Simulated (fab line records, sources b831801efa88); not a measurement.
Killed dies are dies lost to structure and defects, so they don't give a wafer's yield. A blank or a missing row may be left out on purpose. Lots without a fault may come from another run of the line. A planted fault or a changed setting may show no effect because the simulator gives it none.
Which tool did it? | flow sfq_line | 14 lots, 42 wafers sampled, at 3 steps of a route of 325

WHAT THE GAUGES READ, wafer by wafer
SFQ_M4_RS_MEAS_924: measures by four-point-probe. Usual: M4_NB_RS 0.888 ohm/sq, standard deviation 0.011.
lot  | measured     | on            | M4_NB_RS (ohm/sq)                   | flag
L976 | day 49 12:45 | film_metro-03 | 0.879 0.877 0.888                   |
L977 | day 49 18:46 | film_metro-02 | 0.889 0.890 0.903                   |
L979 | day 49 22:20 | film_metro-03 | 0.898 0.888 0.884                   |
L980 | day 50 00:46 | film_metro-02 | 0.883 0.885 0.884                   |
L981 | day 50 04:28 | film_metro-02 | 0.896 0.907 0.895                   |
L982 | day 50 05:43 | film_metro-04 | 0.898 0.900 0.918                   |
L983 | day 50 08:04 | film_metro-02 | 0.881 0.873 0.867                   |
L986 | day 50 17:49 | film_metro-03 | 0.873 0.886 0.878                   |
L987 | day 50 21:24 | film_metro-04 | 0.878 0.878 0.880                   |
L990 | day 51 00:59 | film_metro-02 | 0.889 0.891 0.506 0.891 0.892 0.505 | OFF
L993 | day 51 07:00 | film_metro-04 | 0.894 0.895 0.507 0.893 0.895 0.508 | OFF
L995 | day 51 09:23 | film_metro-04 | 0.868 0.873 0.876                   |
L997 | day 52 05:55 | film_metro-04 | 0.880 0.875 0.881                   |
L999 | day 52 13:06 | film_metro-02 | 0.906 0.891 0.911                   |

WHICH TOOL RAN EACH LOT (tool, then ch and the chambers of the sampled wafers, then the start)
lot  | SFQ_TRILAYER_M3_STRIP_STRIP_079   | SFQ_TRILAYER_M4_DEP_SPUTTER_091
L976 | rie_metal-03 ch 0,1, day 42 03:19 | pvd_sputter-06, day 49 12:38
L977 | rie_metal-04 ch 1, day 42 07:29   | pvd_sputter-03, day 49 18:38
L979 | rie_metal-01 ch 0,1, day 42 11:43 | pvd_sputter-06, day 49 22:14
L980 | rie_metal-01 ch 0,1, day 42 14:19 | pvd_sputter-04, day 50 00:38
L981 | rie_metal-01 ch 0,1, day 42 16:31 | pvd_sputter-06, day 50 04:22
L982 | rie_metal-03 ch 0,1, day 42 17:56 | pvd_sputter-03, day 50 05:34
L983 | rie_metal-03 ch 0,1, day 42 21:41 | pvd_sputter-04, day 50 07:58
L986 | rie_metal-01 ch 1, day 43 05:37   | pvd_sputter-04, day 50 17:41
L987 | rie_metal-03 ch 0,1, day 43 07:01 | pvd_sputter-06, day 50 21:17
L990 | rie_metal-01 ch 1, day 43 11:59   | pvd_sputter-06, day 51 00:53
L993 | rie_metal-03 ch 0,1, day 43 16:37 | pvd_sputter-06, day 51 06:53
L995 | rie_metal-03 ch 0,1, day 43 19:13 | pvd_sputter-04, day 51 09:18
L997 | rie_metal-01 ch 0,1, day 45 02:01 | pvd_sputter-04, day 52 05:49
L999 | rie_metal-04 ch 1, day 45 04:35   | pvd_sputter-03, day 52 13:01
- SFQ_TRILAYER_M3_STRIP_STRIP_079: strips in O2.
- SFQ_TRILAYER_M4_DEP_SPUTTER_091: material Nb, target thk 200 nm, time 133.3 s.

WHAT THE TOOLS THEMSELVES READ (means of the sampled wafers that have a number; where no wafer has one, the mark that the record gives instead)
SFQ_TRILAYER_M3_STRIP_STRIP_079. Usual: chamber_pressure_mTorr 50.00 mTorr, standard deviation 0.043; drypump_motor_current_A 5.50 A, standard deviation 0.25; oes_product_au 1.008 a.u., standard deviation 0.0076.
lot  | tool         | chamber_pressure_mTorr (mTorr) | drypump_motor_current_A (A) | oes_product_au (a.u.) | flag
L976 | rie_metal-03 | 50.05                          | 5.35                        | 1.015                 |
L977 | rie_metal-04 | 50.00                          | 6.06                        | 1.009                 |
L979 | rie_metal-01 | 50.04                          | 5.73                        | 1.007                 |
L980 | rie_metal-01 | 49.97                          | 5.74                        | 1.003                 |
L981 | rie_metal-01 | 50.02                          | 5.61                        | 1.012                 |
L982 | rie_metal-03 | 49.99                          | 5.35                        | 1.017                 |
L983 | rie_metal-03 | 49.99                          | 5.32                        | 1.003                 |
L986 | rie_metal-01 | 50.00                          | 5.47                        | 1.014                 |
L987 | rie_metal-03 | 49.99                          | 5.32                        | 1.011                 |
L990 | rie_metal-01 | 50.01                          | 5.45                        | 1.008                 |
L993 | rie_metal-03 | 49.99                          | 5.32                        | 1.005                 |
L995 | rie_metal-03 | 49.96                          | 5.34                        | 1.012                 |
L997 | rie_metal-01 | 49.98                          | 5.60                        | 1.011                 |
L999 | rie_metal-04 | 50.01                          | 6.06                        | 1.003                 |

SFQ_TRILAYER_M4_DEP_SPUTTER_091. Usual: throttle_valve_pct 30.1 %, standard deviation 1.3.
lot  | tool           | throttle_valve_pct (%) | flag
L976 | pvd_sputter-06 | 29.3                   |
L977 | pvd_sputter-03 | 29.9                   |
L979 | pvd_sputter-06 | 28.9                   |
L980 | pvd_sputter-04 | 31.2                   |
L981 | pvd_sputter-06 | 30.1                   |
L982 | pvd_sputter-03 | 30.1                   |
L983 | pvd_sputter-04 | 31.0                   |
L986 | pvd_sputter-04 | 31.0                   |
L987 | pvd_sputter-06 | 29.3                   |
L990 | pvd_sputter-06 | 29.9                   |
L993 | pvd_sputter-06 | 29.4                   |
L995 | pvd_sputter-04 | 31.1                   |
L997 | pvd_sputter-04 | 31.1                   |
L999 | pvd_sputter-03 | 30.5                   |

THE ANSWER, worked out from the rows above alone
Rule: a lot is off if the mean of its wafers that have a number lies more than 3 standard deviations from the usual mean. A lot without any number at a reading at which 4 lots or more have one is off too. The other lots that the step has rows for count as sound. The gauges are gone through in route order, then the tools' own readings, and for those a lot's mean is taken as printed above. The first step at which some lot is off is used, and at that step the reading that is off furthest; a lot without a number counts as furthest.
Off: L990, L993, at SFQ_M4_RS_MEAS_924 (M4_NB_RS).
A tool fits if, at a process step before that reading, it ran every lot that is off, and no sound lot after the first of them. The gauges at SFQ_M4_RS_MEAS_924 are tried like those tools. One fits: pvd_sputter-06 at SFQ_TRILAYER_M4_DEP_SPUTTER_091. Its last sound lot is L987 (day 50 21:17), its first lot that is off L990 (day 51 00:53): a fault that began between those two fits.

WHAT THE SIMULATOR HAD PUT IN
Process parameter drift: pvd_sputter-06, from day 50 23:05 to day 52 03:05, at SFQ_TRILAYER_M4_DEP_SPUTTER_091. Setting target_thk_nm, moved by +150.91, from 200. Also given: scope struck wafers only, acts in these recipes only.
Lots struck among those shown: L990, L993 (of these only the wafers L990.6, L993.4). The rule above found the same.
